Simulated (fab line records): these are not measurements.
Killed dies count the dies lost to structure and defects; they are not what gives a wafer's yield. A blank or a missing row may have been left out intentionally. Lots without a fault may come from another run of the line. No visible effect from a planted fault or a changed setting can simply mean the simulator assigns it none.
Chamber matching -- flow gf180mcu -- GF_MIM_CVD_05 on pecvd-02 has 3 sister chambers
The step deposits Si3N4, target thk 42 nm, time 29.086 s. 14 wafers are shown with their chamber, then 7 later ones without.

== WAFERS, EACH WITH ITS CHAMBER ==
wafer,chamber,heaterPowerW (W)
L888.2,1,814
L888.4,0,802
L888.5,2,541
L889.1,1,755
L889.2,2,557
L889.3,0,786
L890.2,1,760
L890.3,1,788
L890.4,2,658
L893.1,0,811
L893.3,2,558
L893.5,1,796
L899.1,2,611
L899.2,0,705

SIGNATURES, as means of the wafers listed above
reading,chamber 0,chamber 1,chamber 2,scatter within a chamber
heaterPowerW,776.00,782.60,585.00,41.5
Rule: a wafer's distance from a chamber is the root of the sum, over the readings, of the square of ((its reading less the chamber's mean) divided by the reading's scatter). If the next closest chamber is less than 2 further off than the closest, the wafer can't be placed; otherwise it belongs to the closest. The scatter is the square root of a quotient: the sum, over the shown wafers, of each reading's squared deviation from its chamber's mean, divided by wafers minus chambers.

== WAFERS WITHOUT THEIR CHAMBER ==
wafer,heaterPowerW (W)
L899.3,791
L901.1,772
L901.4,748
L901.6,675
L907.1,579
L907.2,787
L907.5,581

== THE CHAMBER EACH PASSED THROUGH ==
wafer,from the rows above,in truth
L899.3,can't be placed: 1 or 0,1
L901.1,can't be placed: 0 or 1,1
L901.4,can't be placed: 0 or 1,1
L901.6,can't be placed: 2 or 0 or 1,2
L907.1,2,2
L907.2,can't be placed: 1 or 0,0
L907.5,2,2
2 of 7 placed correctly. From these rows, 5 cannot be placed; in 5 the true chamber is one of the candidates. Wrongly placed: 0.
